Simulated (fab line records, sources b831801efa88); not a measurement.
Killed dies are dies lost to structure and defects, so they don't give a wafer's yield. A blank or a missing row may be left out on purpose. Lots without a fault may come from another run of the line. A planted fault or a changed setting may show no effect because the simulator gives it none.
fab line records | flow sky130
record lots=5 wafers=15 last_day=49
route steps=708 shown FIELD_ISO@26 NWELL@32 DNWELL@35 PWDE@45
lots that met no fault: from a run of the same line without faults
start_h: hours from the record's first day to the start of the lot's first wafer shown | wait_h: hours since the lot's step before | " the same as in the row above | L1.1+2: a row that stands for several wafers | - no value, or no start given | * or withheld: withheld | < > ~ a bound
route shown NAME@n: a module of which the file shows steps, and the number in the route of the first | usual: mean/standard deviation of fault-free wafers | same: alike in all rows | chamber/n: place in a boat | sites: the reading at each site | _std_site: their standard deviation | _edge_site: outer sites' mean less inner sites' | radius_mm: how far each site lies from the wafer's centre | mask NAME#n: copy n | behind: the tool/chamber that last shaped the wafer | hold: why the lot was held/for how many hours/how that ended | device: the transistor (n, p or np) that didn't switch | end of line: the same wafers' tests at the end of the route | a step without rows: its recipe alone | killed: dies lost to structure and defects at the first sort, not the wafer's yield | map: a wafer's dies, x killed, . not, _ none there
set.NAME: the setting as run; set.NAME@STEP: as run at that earlier step | model.NAME: the simulator's own value behind a step, which no gauge read
lots at some steps of the route; a table a step, a row a wafer
services: from which hour (start_h, from the record's first day; less than 0 if before it) a tool's chamber was out of use, for how many hours, and why
## steps
# step SKY_FIELD_ISO_THK_MEAS_25
# recipe reads=SiO2_of_FIELD_ISO_CVD_24
# usual FIELD_ISO_CVD_24_THK=595/5.6
# columns lot.wafer tool chamber start_h wait_h FIELD_ISO_CVD_24_THK[nm]
L074.2 film_metro-01 - 34.01 0.0 596
L074.3 " - " " 593
L074.4 " - " " 588
L077.1 film_metro-02 - 46.37 0.0 600
L077.2 " - " " 597
L077.3 " - " " 601
L078.1 film_metro-02 - 60.42 0.0 605
L078.3 " - " " 596
L078.6 " - " " 605
L080.2 film_metro-03 - 65.63 0.1 591
L080.3 " - " " 596
L080.4 " - " " 600
L092.1 film_metro-01 - 125.49 0.0 588
L092.3 " - " " 593
L092.4 " - " " 585
# step SKY_FIELD_ISO_ANNEAL_26
# recipe temp_c=1000 time_s=1800 ambient=N2
# usual zone_power_centre_pct=24.9/2.1 zone_power_top_pct=39.8/0.39
# columns lot.wafer tool chamber start_h wait_h zone_power_centre_pct zone_power_top_pct
L074.2 furnace-01 0 36.56 2.5 25.7 39.8
L074.3 " 0 " " 26.2 39.3
L074.4 " 0 " " 26.1 39.3
L077.1 furnace-01 0 52.03 5.7 26.0 40.1
L077.2 " 0 " " 26.1 40.0
L077.3 " 0 " " 26.1 39.7
L078.1 furnace-02 0 64.19 3.8 21.6 40.0
L078.3 " 0 " " 21.3 40.2
L078.6 " 0 " " 21.5 40.7
L080.2 furnace-02 0 66.94 1.3 21.3 40.3
L080.3 " 0 " " 21.2 40.5
L080.4 " 0 " " 21.7 40.1
L092.1 furnace-01 0 127.48 2.0 26.2 39.6
L092.3 " 0 " " 26.2 39.8
L092.4 " 0 " " 26.3 39.4
# step SKY_FIELD_ISO_CMP_27
# recipe stop_on=Si3N4 t_overpolish_s=16 down_force_psi=4 platen_rpm=60 target_thk_nm=457.8 pad_velocity_m_s=0.94248
# usual motor_current_A=12.4/0.9 overpolish_run_s=16.000/0.009 platen_rpm=60.00/0.048 time_to_endpoint_s=109/4.7
# columns lot.wafer tool chamber start_h wait_h motor_current_A overpolish_run_s platen_rpm time_to_endpoint_s
L074.2 cmp-02 0 38.06 0.0 11.5 15.990 59.96 107
L074.4 " 1 " " 11.9 16.020 59.96 104
L074.3 " 3 " " 13.7 16.025 59.97 109
L077.3 cmp-02 1 53.58 0.1 11.8 16.008 60.08 114
L077.1 " 2 " " 13.7 15.993 59.99 110
L077.2 " 3 " " 13.5 16.005 60.05 112
L078.3 cmp-01 1 65.70 0.0 11.4 15.996 60.07 112
L078.1 " 0 " " 12.1 16.002 59.97 114
L078.6 " 1 " " 12.3 15.991 60.05 113
L080.3 cmp-01 3 68.44 0.0 11.8 15.997 59.91 115
L080.4 " 1 " " 12.1 16.015 59.98 115
L080.2 " 2 " " 12.1 16.000 60.01 112
L092.3 cmp-02 3 128.98 0.0 13.4 16.005 59.98 107
L092.4 " 0 " " 11.5 16.011 59.98 103
L092.1 " 2 " " 13.1 16.006 59.98 102
# step SKY_FIELD_ISO_WET_ETCH_28
# recipe chemistry=dHF target_depth_nm=23.7 target=SiO2 dilution=10:1 temp_c=25 time_s=47
# columns lot.wafer tool chamber start_h wait_h
L074.2+3+4 wet_bench-01 2 38.36 0.2
L077.1+2+3 wet_bench-03 2 53.83 0.1
L078.1+3+6 wet_bench-02 2 66.00 0.1
L080.2+3+4 wet_bench-02 2 68.74 0.1
L092.1+3+4 wet_bench-02 3 129.28 0.1
# step SKY_FIELD_ISO_WET_ETCH_29
# recipe chemistry=H3PO4 target_depth_nm=160 target=Si3N4 temp_c=160 time_s=1825
# columns lot.wafer tool chamber start_h wait_h
L074.2+3+4 wet_bench-02 0 38.38 0.0
L077.1+2+3 wet_bench-03 2 53.85 0.0
L078.1+3+6 wet_bench-03 3 66.02 0.0
L080.2+3+4 wet_bench-01 0 68.76 0.0
L092.1+3+4 wet_bench-02 0 129.30 0.0
# step SKY_FIELD_ISO_WET_ETCH_30
# recipe chemistry=dHF target_depth_nm=25 target=SiO2 dilution=10:1 temp_c=25 time_s=50
# columns lot.wafer tool chamber start_h wait_h
L074.2+3+4 wet_bench-01 2 38.90 0.0
L077.1+2+3 wet_bench-02 2 54.36 0.0
L078.1+3+6 wet_bench-01 3 67.05 0.0
L080.2+3+4 wet_bench-02 0 69.28 0.0
L092.1+3+4 wet_bench-01 3 129.81 0.0
# step SKY_NWELL_CLEAN_00
# recipe chemistry=SC1/SC2 mix=1:4:20 temp_c=70 time_s=150 dry=n2_spin
# columns lot.wafer tool chamber start_h wait_h
L074.2+3+4 wet_bench-03 0 38.92 0.0
L077.1+2+3 wet_bench-03 1 54.39 0.0
L078.1+3+6 wet_bench-02 2 67.07 0.0
L080.2+3+4 wet_bench-01 2 69.30 0.0
L092.1+3+4 wet_bench-03 1 129.84 0.0
# step SKY_NWELL_OXIDATION_01
# recipe temp_c=900 ambient=O2 stabilise_s=600 purge_s=300 target_thk_a=100 ox_time_s=1418
# usual zone_power_centre_pct=19.0/1.9 zone_power_top_pct=33.2/0.34
# columns lot.wafer tool chamber start_h wait_h zone_power_centre_pct zone_power_top_pct
L074.2 furnace-01 0 42.16 3.2 21.2 32.4
L074.3 " 0 " " 20.8 32.8
L074.4 " 0 " " 20.5 33.1
L077.1 furnace-01 0 56.19 1.8 20.6 33.0
L077.2 " 0 " " 20.5 33.2
L077.3 " 0 " " 20.7 33.4
L078.1 furnace-01 0 68.32 1.2 20.2 33.0
L078.3 " 0 " " 20.5 33.4
L078.6 " 0 " " 21.0 33.4
L080.2 furnace-02 0 69.69 0.3 17.2 33.0
L080.3 " 0 " " 16.8 33.4
L080.4 " 0 " " 16.6 33.5
L092.1 furnace-02 0 129.89 0.0 16.8 33.6
L092.3 " 0 " " 17.0 33.6
L092.4 " 0 " " 17.1 33.6
# step SKY_NWELL_THK_MEAS_02
# recipe reads=SiO2_of_NWELL_OXIDATION_01
# usual NWELL_OXIDATION_THK=9.88/0.17
# columns lot.wafer tool chamber start_h wait_h NWELL_OXIDATION_THK[nm]
L074.2 film_metro-01 - 43.56 0.0 9.94
L074.3 " - " " 9.78
L074.4 " - " " 9.73
L077.1 film_metro-04 - 57.58 0.0 9.78
L077.2 " - " " 9.94
L077.3 " - " " 9.75
L078.1 film_metro-03 - 69.72 0.0 10.06
L078.3 " - " " 9.87
L078.6 " - " " 10.12
L080.2 film_metro-04 - 71.10 0.0 9.98
L080.3 " - " " 9.97
L080.4 " - " " 9.69
L092.1 film_metro-01 - 131.28 0.0 10.03
L092.3 " - " " 9.91
L092.4 " - " " 9.98
# step SKY_DNWELL_DEHYDRATE_00
# recipe temp_c=200 time_s=60
# usual chill_plate_temp_C=23.00/0.099 plate_temp_C=200.00/0.14
# columns lot.wafer tool chamber start_h wait_h chill_plate_temp_C plate_temp_C
L074.2 litho_track-01 0 51.10 7.5 23.01 200.12
L074.3 " 0 " " 23.04 199.97
L074.4 " 0 " " 22.97 200.01
L077.1 litho_track-04 0 65.44 7.8 23.08 199.97
L077.2 " 0 " " 22.77 200.14
L077.3 " 0 " " 22.78 200.15
L078.1 litho_track-03 0 77.38 7.7 22.87 200.04
L078.3 " 0 " " 23.04 199.89
L078.6 " 0 " " 22.86 200.05
L080.2 litho_track-03 0 78.86 7.8 23.05 200.00
L080.3 " 0 " " 23.04 199.97
L080.4 " 0 " " 22.95 199.99
L092.1 litho_track-04 0 140.69 9.4 22.88 199.83
L092.3 " 0 " " 22.91 200.01
L092.4 " 0 " " 23.02 199.91
# step SKY_DNWELL_HMDS_01
# recipe prime_time_s=60 prime_temp_c=120
# usual chill_plate_temp_C=23.00/0.1
# same prime_time_s=60
# columns lot.wafer tool chamber start_h wait_h chill_plate_temp_C
L074.2 litho_track-01 0 51.25 0.1 22.89
L074.3 " 0 " " 23.07
L074.4 " 0 " " 23.03
L077.1 litho_track-04 0 65.59 0.1 23.02
L077.2 " 0 " " 23.00
L077.3 " 0 " " 23.00
L078.1 litho_track-03 0 77.53 0.1 22.93
L078.3 " 0 " " 22.81
L078.6 " 0 " " 22.98
L080.2 litho_track-03 0 79.01 0.1 22.98
L080.3 " 0 " " 23.02
L080.4 " 0 " " 22.93
L092.1 litho_track-04 0 140.84 0.1 22.96
L092.3 " 0 " " 23.01
L092.4 " 0 " " 23.00
# step SKY_DNWELL_COAT_02
# recipe spin_rpm=2000 resist_thk_nm=3000
# usual chill_plate_temp_C=22.99/0.11
# columns lot.wafer tool chamber start_h wait_h chill_plate_temp_C
L074.2 litho_track-01 0 51.40 0.1 22.75
L074.3 " 0 " " 22.70
L074.4 " 0 " " 22.85
L077.1 litho_track-04 0 65.74 0.1 23.01
L077.2 " 0 " " 23.04
L077.3 " 0 " " 23.10
L078.1 litho_track-03 0 77.68 0.1 22.86
L078.3 " 0 " " 22.83
L078.6 " 0 " " 22.83
L080.2 litho_track-03 0 79.16 0.1 22.93
L080.3 " 0 " " 23.05
L080.4 " 0 " " 23.02
L092.1 litho_track-04 0 140.99 0.1 22.93
L092.3 " 0 " " 23.06
L092.4 " 0 " " 23.21
# step SKY_DNWELL_SOFTBAKE_03
# recipe temp_c=109.2 time_s=withheld
# usual chill_plate_temp_C=23.00/0.11 plate_temp_C=109.17/0.11
# columns lot.wafer tool chamber start_h wait_h chill_plate_temp_C plate_temp_C
L074.2 litho_track-01 0 51.56 0.1 23.05 109.23
L074.3 " 0 " " 23.02 109.02
L074.4 " 0 " " 22.94 109.13
L077.1 litho_track-04 0 65.89 0.1 22.89 109.17
L077.2 " 0 " " 22.95 109.01
L077.3 " 0 " " 22.93 109.22
L078.1 litho_track-03 0 77.83 0.1 22.90 109.12
L078.3 " 0 " " 22.81 109.03
L078.6 " 0 " " 22.90 109.18
L080.2 litho_track-03 0 79.31 0.1 22.90 109.33
L080.3 " 0 " " 22.91 109.32
L080.4 " 0 " " 23.08 109.18
L092.1 litho_track-04 0 141.14 0.1 23.09 109.18
L092.3 " 0 " " 23.20 109.18
L092.4 " 0 " " 23.16 109.17
# step SKY_DNWELL_EXPOSE_04
# recipe mask_id=DNM na=0.57 target_cd_nm=3000 dose_mj=222
# columns lot.wafer tool chamber start_h wait_h mask
L074.2+3+4 iline_stepper-02 0 - - DNM#0
L077.1+2+3 iline_stepper-02 0 - - DNM#0
L078.1+3+6 iline_stepper-01 0 - - DNM#0
L080.2+3+4 iline_stepper-02 0 - - DNM#0
L092.1+3+4 iline_stepper-01 0 - - DNM#0
# step SKY_DNWELL_PEB_05
# recipe temp_c=115 time_s=withheld
# usual chill_plate_temp_C=22.99/0.088 plate_temp_C=114.97/0.14
# columns lot.wafer tool chamber start_h wait_h chill_plate_temp_C plate_temp_C
L074.2 litho_track-03 0 - - 22.91 115.04
L074.3 " 0 " " 23.09 115.07
L074.4 " 0 " " 22.96 115.07
L077.1 litho_track-04 0 - - 22.99 114.92
L077.2 " 0 " " 22.86 114.92
L077.3 " 0 " " 22.83 114.96
L078.1 litho_track-04 0 - - 22.96 114.99
L078.3 " 0 " " 22.87 114.90
L078.6 " 0 " " 23.07 114.89
L080.2 litho_track-01 0 - - 23.07 115.16
L080.3 " 0 " " 22.98 115.06
L080.4 " 0 " " 22.95 114.95
L092.1 litho_track-04 0 - - 22.90 115.11
L092.3 " 0 " " 22.92 114.88
L092.4 " 0 " " 22.82 115.14
# step SKY_DNWELL_DEVELOP_06
# recipe wall_angle_deg=90 developer=TMAH develop_time_s=60 dev_temp_c=23
# usual chill_plate_temp_C=22.99/0.12
# columns lot.wafer tool chamber start_h wait_h chill_plate_temp_C
L074.2 litho_track-03 0 - - 23.06
L074.3 " 0 " " 22.89
L074.4 " 0 " " 22.96
L077.1 litho_track-04 0 - - 22.97
L077.2 " 0 " " 22.98
L077.3 " 0 " " 23.31
L078.1 litho_track-04 0 - - 23.08
L078.3 " 0 " " 23.21
L078.6 " 0 " " 23.07
L080.2 litho_track-01 0 - - 23.12
L080.3 " 0 " " 22.80
L080.4 " 0 " " 22.90
L092.1 litho_track-04 0 - - 23.16
L092.3 " 0 " " 23.25
L092.4 " 0 " " 23.03
# step SKY_DNWELL_IMPLANT_07
# recipe species=P energy_kev=withheld dose_cm2=withheld tilt_deg=withheld
# columns lot.wafer tool chamber start_h wait_h
L074.2+3+4 implanter-04 0 58.81 -
L077.1+2+3 implanter-04 0 73.89 -
L078.1+3+6 implanter-04 0 87.04 -
L080.2+3+4 implanter-03 0 87.90 -
L092.1+3+4 implanter-01 0 150.29 -
# step SKY_DNWELL_STRIP_08
# recipe chemistry=O2/N2 power_w=1400 pressure_mtorr=1500 platen_temp_c=withheld o2_flow_sccm=3000 n2_flow_sccm=300 overash_fraction=0.5
# usual drypump_motor_current_A=5.7/0.58 oes_product_au=0.722/0.0049 strip_time_to_endpoint_s=36.97/0.095
# columns lot.wafer tool chamber start_h wait_h drypump_motor_current_A oes_product_au rf_hours_counter_h strip_time_to_endpoint_s
L074.2 plasma_asher-01 1 58.93 0.1 6.1 0.725 37 36.82
L074.3 " 0 " " 6.3 0.713 - 36.86
L074.4 " 1 " " 6.1 0.728 - 36.86
L077.1 plasma_asher-02 0 74.04 0.1 5.4 0.718 26 37.13
L077.2 " 1 " " 4.7 0.728 26 37.10
L077.3 " 0 " " 5.4 0.723 - 37.00
L078.1 plasma_asher-02 0 87.19 0.1 5.5 0.726 27 37.07
L078.3 " 0 " " 5.5 0.726 - 36.88
L078.6 " 1 " " 4.7 0.722 - 37.00
L080.2 plasma_asher-02 0 88.03 0.1 5.5 0.722 28 37.12
L080.3 " 0 " " 5.4 0.729 - 37.01
L080.4 " 1 " " 4.8 0.724 - 37.03
L092.1 plasma_asher-03 0 150.44 0.1 6.2 0.723 3 36.95
L092.3 " 1 " " 5.3 0.719 - 36.96
L092.4 " 0 " " 6.2 0.726 - 36.94
# step SKY_DNWELL_TW_MEAS_09
# usual DNWELL_TW=1121/8
# columns lot.wafer tool chamber start_h wait_h DNWELL_TW
L074.2 film_metro-04 - 59.04 0.1 1115
L074.3 " - " " 1124
L074.4 " - " " 1122
L077.1 film_metro-03 - 74.14 0.1 1126
L077.2 " - " " 1118
L077.3 " - " " 1119
L078.1 film_metro-04 - 87.29 0.1 1130
L078.3 " - " " 1129
L078.6 " - " " 1131
L080.2 film_metro-04 - 88.14 0.1 1126
L080.3 " - " " 1127
L080.4 " - " " 1126
L092.1 film_metro-04 - 150.54 0.1 1133
L092.3 " - " " 1122
L092.4 " - " " 1130
# step SKY_PWDE_DEHYDRATE_00
# recipe temp_c=200 time_s=60
# usual chill_plate_temp_C=23.00/0.097 plate_temp_C=199.94/0.16
# columns lot.wafer tool chamber start_h wait_h chill_plate_temp_C plate_temp_C
L074.2 litho_track-04 0 67.01 8.0 23.22 199.89
L074.3 " 0 " " 23.10 200.11
L074.4 " 0 " " 23.19 199.97
L077.1 litho_track-04 0 82.54 8.4 22.97 199.93
L077.2 " 0 " " 22.84 200.07
L077.3 " 0 " " 22.87 199.99
L078.1 litho_track-04 0 95.29 8.0 22.94 199.93
L078.3 " 0 " " 23.08 199.80
L078.6 " 0 " " 23.04 200.23
L080.2 litho_track-02 0 95.94 7.8 22.92 200.06
L080.3 " 0 " " 22.97 199.76
L080.4 " 0 " " 22.97 199.91
L092.1 litho_track-02 0 160.82 10.3 23.12 199.99
L092.3 " 0 " " 23.10 199.72
L092.4 " 0 " " 23.15 199.80
# step SKY_PWDE_HMDS_01
# recipe prime_time_s=60 prime_temp_c=120
# usual chill_plate_temp_C=23.00/0.1
# same prime_time_s=60
# columns lot.wafer tool chamber start_h wait_h chill_plate_temp_C
L074.2 litho_track-04 0 67.16 0.1 23.08
L074.3 " 0 " " 22.85
L074.4 " 0 " " 22.92
L077.1 litho_track-04 0 82.69 0.1 23.00
L077.2 " 0 " " 23.05
L077.3 " 0 " " 22.98
L078.1 litho_track-04 0 95.44 0.1 23.00
L078.3 " 0 " " 23.14
L078.6 " 0 " " 23.09
L080.2 litho_track-02 0 96.09 0.1 23.19
L080.3 " 0 " " 22.90
L080.4 " 0 " " 23.16
L092.1 litho_track-02 0 160.97 0.1 23.04
L092.3 " 0 " " 23.02
L092.4 " 0 " " 22.91
# step SKY_PWDE_COAT_02
# recipe spin_rpm=2000 resist_thk_nm=3000
# usual chill_plate_temp_C=23.00/0.1
# columns lot.wafer tool chamber start_h wait_h chill_plate_temp_C
L074.2 litho_track-04 0 67.31 0.1 23.03
L074.3 " 0 " " 23.05
L074.4 " 0 " " 22.84
L077.1 litho_track-04 0 82.84 0.1 22.96
L077.2 " 0 " " 22.79
L077.3 " 0 " " 22.88
L078.1 litho_track-04 0 95.59 0.1 22.99
L078.3 " 0 " " 23.11
L078.6 " 0 " " 23.04
L080.2 litho_track-02 0 96.24 0.1 22.98
L080.3 " 0 " " 22.84
L080.4 " 0 " " 23.02
L092.1 litho_track-02 0 161.12 0.1 23.17
L092.3 " 0 " " 22.94
L092.4 " 0 " " 23.05
# step SKY_PWDE_SOFTBAKE_03
# recipe temp_c=110 time_s=withheld
# usual chill_plate_temp_C=23.00/0.12 plate_temp_C=109.99/0.13
# columns lot.wafer tool chamber start_h wait_h chill_plate_temp_C plate_temp_C
L074.2 litho_track-04 0 67.47 0.1 22.91 110.01
L074.3 " 0 " " 23.03 110.11
L074.4 " 0 " " 22.96 110.18
L077.1 litho_track-04 0 82.99 0.1 22.84 109.97
L077.2 " 0 " " 22.86 110.15
L077.3 " 0 " " 22.86 109.94
L078.1 litho_track-04 0 95.74 0.1 23.15 110.07
L078.3 " 0 " " 23.10 109.98
L078.6 " 0 " " 22.97 109.85
L080.2 litho_track-02 0 96.40 0.1 23.02 110.11
L080.3 " 0 " " 23.08 110.15
L080.4 " 0 " " 22.97 110.04
L092.1 litho_track-02 0 161.27 0.1 22.99 109.88
L092.3 " 0 " " 22.94 110.11
L092.4 " 0 " " 22.83 109.99
# step SKY_PWDE_EXPOSE_04
# recipe mask_id=PWDEM na=0.6 source_shape=conventional sigma_outer=0.6 polarization=unpolarized target_cd_nm=840 dose_mj=214
# columns lot.wafer tool chamber start_h wait_h mask
L074.2+3+4 iline_stepper-02 0 - - PWDEM#0
L077.1+2+3 iline_stepper-01 0 - - PWDEM#0
L078.1+3+6 iline_stepper-02 0 - - PWDEM#0
L080.2+3+4 iline_stepper-01 0 - - PWDEM#0
L092.1+3+4 iline_stepper-01 0 - - PWDEM#0
# step SKY_PWDE_PEB_05
# recipe temp_c=115 time_s=withheld
# usual chill_plate_temp_C=23.01/0.1 plate_temp_C=114.98/0.12
# columns lot.wafer tool chamber start_h wait_h chill_plate_temp_C plate_temp_C
L074.2 litho_track-04 0 - - 22.94 114.93
L074.3 " 0 " " 23.02 114.96
L074.4 " 0 " " 23.04 114.86
L077.1 litho_track-04 0 - - 22.99 114.90
L077.2 " 0 " " 22.91 115.01
L077.3 " 0 " " 23.01 114.97
L078.1 litho_track-02 0 - - 23.02 114.81
L078.3 " 0 " " 23.05 114.95
L078.6 " 0 " " 23.16 114.80
L080.2 litho_track-02 0 - - 22.97 115.11
L080.3 " 0 " " 23.00 115.04
L080.4 " 0 " " 23.18 115.08
L092.1 litho_track-02 0 - - 22.98 115.14
L092.3 " 0 " " 22.87 114.82
L092.4 " 0 " " 22.85 114.92
# step SKY_PWDE_DEVELOP_06
# recipe wall_angle_deg=90 developer=TMAH develop_time_s=60 dev_temp_c=23
# usual chill_plate_temp_C=23.02/0.11
# columns lot.wafer tool chamber start_h wait_h chill_plate_temp_C
L074.2 litho_track-04 0 - - 23.11
L074.3 " 0 " " 23.00
L074.4 " 0 " " 23.07
L077.1 litho_track-04 0 - - 23.03
L077.2 " 0 " " 23.13
L077.3 " 0 " " 23.20
L078.1 litho_track-02 0 - - 23.08
L078.3 " 0 " " 23.09
L078.6 " 0 " " 23.09
L080.2 litho_track-02 0 - - 22.93
L080.3 " 0 " " 22.96
L080.4 " 0 " " 23.08
L092.1 litho_track-02 0 - - 22.94
L092.3 " 0 " " 23.13
L092.4 " 0 " " 23.06
# step SKY_PWDE_OVL_MEAS_07
# usual PWDE_OVL=0.5/1.3
# columns lot.wafer tool chamber start_h wait_h PWDE_OVL[nm]
L074.2 overlay-02 - 75.44 - 0.9
L074.3 " - " " 0.6
L074.4 " - " " 0.4
L077.1 overlay-01 - 90.74 - 2.3
L077.2 " - " " 0.7
L077.3 " - " " 2.3
L078.1 overlay-01 - 105.27 - 1.1
L078.3 " - " " 2.2
L078.6 " - " " 2.0
L080.2 overlay-01 - 106.24 - 2.3
L080.3 " - " " 1.4
L080.4 " - " " -0.3
L092.1 overlay-01 - 170.17 - 0.7
L092.3 " - " " -0.4
L092.4 " - " " 0.5
# step SKY_PWDE_IMPLANT_08
# recipe species=B energy_kev=150 dose_cm2=3.6e+12 tilt_deg=withheld
# columns lot.wafer tool chamber start_h wait_h
L074.2+3+4 implanter-03 0 75.50 0.0
L077.1+2+3 implanter-02 0 90.77 0.0
L078.1+3+6 implanter-02 0 105.30 0.0
L080.2+3+4 implanter-02 0 106.30 0.0
L092.1+3+4 implanter-01 0 170.20 0.0
# step SKY_PWDE_STRIP_09
# recipe chemistry=O2/N2 power_w=1400 pressure_mtorr=1500 platen_temp_c=withheld o2_flow_sccm=3000 n2_flow_sccm=300 overash_fraction=0.5
# usual drypump_motor_current_A=5.4/0.43 oes_product_au=0.723/0.0048 strip_time_to_endpoint_s=36.87/0.12
# columns lot.wafer tool chamber start_h wait_h drypump_motor_current_A oes_product_au rf_hours_counter_h strip_time_to_endpoint_s
L074.2 plasma_asher-02 1 75.62 0.1 4.8 0.722 26 36.98
L074.3 " 1 " " 4.8 0.721 - 37.12
L074.4 " 0 " " 5.5 0.728 - 37.03
L077.1 plasma_asher-04 0 90.92 0.1 5.4 0.723 40 36.96
L077.2 " 1 " " 5.8 0.731 40 37.00
L077.3 " 1 " " 5.8 0.714 - 37.06
L078.1 plasma_asher-04 0 105.45 0.1 5.4 0.730 41 36.92
L078.3 " 0 " " 5.4 0.720 - 36.91
L078.6 " 1 " " 5.8 0.719 - 36.85
L080.2 plasma_asher-02 0 106.42 0.1 5.5 0.724 29 36.88
L080.3 " 1 " " 4.8 0.720 - 36.81
L080.4 " 0 " " 5.5 0.721 - 36.73
L092.1 plasma_asher-04 1 170.35 0.1 5.8 0.725 47 37.00
L092.3 " 0 " " 5.4 0.719 - 36.90
L092.4 " 1 " " 5.8 0.718 - 36.94
# step SKY_PWDE_TW_MEAS_10
# usual PWDE_TW=375/3.1
# columns lot.wafer tool chamber start_h wait_h PWDE_TW
L074.2 film_metro-03 - 75.73 0.1 380
L074.3 " - " " 379
L074.4 " - " " 380
L077.1 film_metro-03 - 91.02 0.1 377
L077.2 " - " " 379
L077.3 " - " " 378
L078.1 film_metro-04 - 105.55 0.1 375
L078.3 " - " " 373
L078.6 " - " " 377
L080.2 film_metro-03 - 106.53 0.1 375
L080.3 " - " " 376
L080.4 " - " " 374
L092.1 film_metro-01 - 170.45 0.1 370
L092.3 " - " " 370
L092.4 " - " " 371
# step SKY_NWELL_DEHYDRATE_03
# recipe temp_c=200 time_s=60
# usual chill_plate_temp_C=23.00/0.12 plate_temp_C=199.98/0.16
# columns lot.wafer tool chamber start_h wait_h chill_plate_temp_C plate_temp_C
L074.2 litho_track-01 0 84.60 8.9 23.14 200.16
L074.3 " 0 " " 22.88 200.28
L074.4 " 0 " " 22.94 199.94
L077.1 litho_track-01 0 100.18 9.1 22.84 200.04
L077.2 " 0 " " 22.78 200.22
L077.3 " 0 " " 22.74 200.17
L078.1 litho_track-02 0 113.12 7.6 23.11 200.21
L078.3 " 0 " " 22.97 199.99
L078.6 " 0 " " 23.25 200.04
L080.2 litho_track-02 0 114.44 7.9 23.13 199.90
L080.3 " 0 " " 22.94 200.00
L080.4 " 0 " " 23.05 199.69
L092.1 litho_track-02 0 181.52 11.1 23.09 199.86
L092.3 " 0 " " 23.13 199.50
L092.4 " 0 " " 23.17 199.97
# step SKY_NWELL_HMDS_04
# recipe prime_time_s=60 prime_temp_c=120
# usual chill_plate_temp_C=22.99/0.11
# same prime_time_s=60
# columns lot.wafer tool chamber start_h wait_h chill_plate_temp_C
L074.2 litho_track-01 0 84.75 0.1 22.93
L074.3 " 0 " " 22.87
L074.4 " 0 " " 22.72
L077.1 litho_track-01 0 100.33 0.1 23.09
L077.2 " 0 " " 22.98
L077.3 " 0 " " 23.05
L078.1 litho_track-02 0 113.27 0.1 23.00
L078.3 " 0 " " 23.11
L078.6 " 0 " " 23.10
L080.2 litho_track-02 0 114.59 0.1 22.86
L080.3 " 0 " " 22.88
L080.4 " 0 " " 22.78
L092.1 litho_track-02 0 181.67 0.1 22.90
L092.3 " 0 " " 22.96
L092.4 " 0 " " 22.97
# step SKY_NWELL_COAT_05
# recipe spin_rpm=2000 resist_thk_nm=3000
# usual chill_plate_temp_C=23.00/0.093
# columns lot.wafer tool chamber start_h wait_h chill_plate_temp_C
L074.2 litho_track-01 0 84.90 0.1 22.93
L074.3 " 0 " " 22.90
L074.4 " 0 " " 22.91
L077.1 litho_track-01 0 100.48 0.1 23.00
L077.2 " 0 " " 22.95
L077.3 " 0 " " 23.04
L078.1 litho_track-02 0 113.42 0.1 22.95
L078.3 " 0 " " 22.96
L078.6 " 0 " " 22.96
L080.2 litho_track-02 0 114.74 0.1 23.06
L080.3 " 0 " " 22.97
L080.4 " 0 " " 23.05
L092.1 litho_track-02 0 181.82 0.1 23.12
L092.3 " 0 " " 22.89
L092.4 " 0 " " 22.86
# step SKY_NWELL_SOFTBAKE_06
# recipe temp_c=110 time_s=withheld
# usual chill_plate_temp_C=23.02/0.1 plate_temp_C=110.00/0.14
# columns lot.wafer tool chamber start_h wait_h chill_plate_temp_C plate_temp_C
L074.2 litho_track-01 0 85.06 0.1 23.00 109.82
L074.3 " 0 " " 23.01 109.98
L074.4 " 0 " " 23.10 110.16
L077.1 litho_track-01 0 100.63 0.1 22.91 109.86
L077.2 " 0 " " 22.90 110.12
L077.3 " 0 " " 22.94 110.13
L078.1 litho_track-02 0 113.57 0.1 23.16 109.87
L078.3 " 0 " " 23.11 109.96
L078.6 " 0 " " 23.03 109.89
L080.2 litho_track-02 0 114.90 0.1 23.23 110.02
L080.3 " 0 " " 23.19 109.91
L080.4 " 0 " " 23.26 109.90
L092.1 litho_track-02 0 181.97 0.1 22.95 110.16
L092.3 " 0 " " 23.27 110.27
L092.4 " 0 " " 23.16 110.04
# step SKY_NWELL_EXPOSE_07
# recipe mask_id=NWM na=0.6 source_shape=conventional sigma_outer=0.6 polarization=unpolarized target_cd_nm=840 dose_mj=255
# columns lot.wafer tool chamber start_h wait_h mask
L074.2+3+4 iline_stepper-01 0 - - NWM#0
L077.1+2+3 iline_stepper-01 0 - - NWM#0
L078.1+3+6 iline_stepper-01 0 - - NWM#0
L080.2+3+4 iline_stepper-02 0 - - NWM#0
L092.1+3+4 iline_stepper-02 0 - - NWM#0
# step SKY_NWELL_PEB_08
# recipe temp_c=115 time_s=withheld
# usual chill_plate_temp_C=23.00/0.1 plate_temp_C=115.01/0.13
# columns lot.wafer tool chamber start_h wait_h chill_plate_temp_C plate_temp_C
L074.2 litho_track-02 0 - - 23.10 115.37
L074.3 " 0 " " 22.95 115.29
L074.4 " 0 " " 23.09 115.09
L077.1 litho_track-03 0 - - 22.84 115.06
L077.2 " 0 " " 22.96 114.88
L077.3 " 0 " " 22.96 115.03
L078.1 litho_track-01 0 - - 22.98 115.06
L078.3 " 0 " " 22.98 114.94
L078.6 " 0 " " 22.95 114.90
L080.2 litho_track-01 0 - - 23.15 114.88
L080.3 " 0 " " 22.94 115.19
L080.4 " 0 " " 22.98 115.09
L092.1 litho_track-03 0 - - 22.99 114.95
L092.3 " 0 " " 22.98 114.80
L092.4 " 0 " " 23.05 115.11
## services
# columns tool chamber start_h hours kind
implanter-03 - 15.95 4.8 pm
iline_stepper-02 - 21.30 11.2 repair
wet_bench-02 - 26.70 6.4 repair
implanter-01 - 28.93 3.6 repair
implanter-04 - 29.41 0.6 repair
implanter-04 - 36.04 1.8 repair
implanter-03 - 62.36 1.8 repair
cmp-02 - 64.00 4.0 pm
cmp-02 - 72.13 1.7 repair
implanter-01 - 72.37 0.8 repair
plasma_asher-03 - 74.09 0.9 repair
furnace-02 - 82.41 2.0 pm
implanter-04 - 93.09 4.1 pm
implanter-01 - 101.83 5.4 pm
plasma_asher-04 - 106.32 2.9 repair
cmp-01 - 112.65 0.6 repair
cmp-02 - 138.09 4.6 pm
wet_bench-01 - 144.18 4.4 pm
cmp-01 - 152.38 2.8 repair
implanter-03 - 170.78 14.0 pm
furnace-02 - 172.25 4.2 pm
implanter-04 - 177.95 4.4 pm
iline_stepper-02 - 187.95 1.7 pm
cmp-02 - 191.25 1.1 repair
## key
fault none
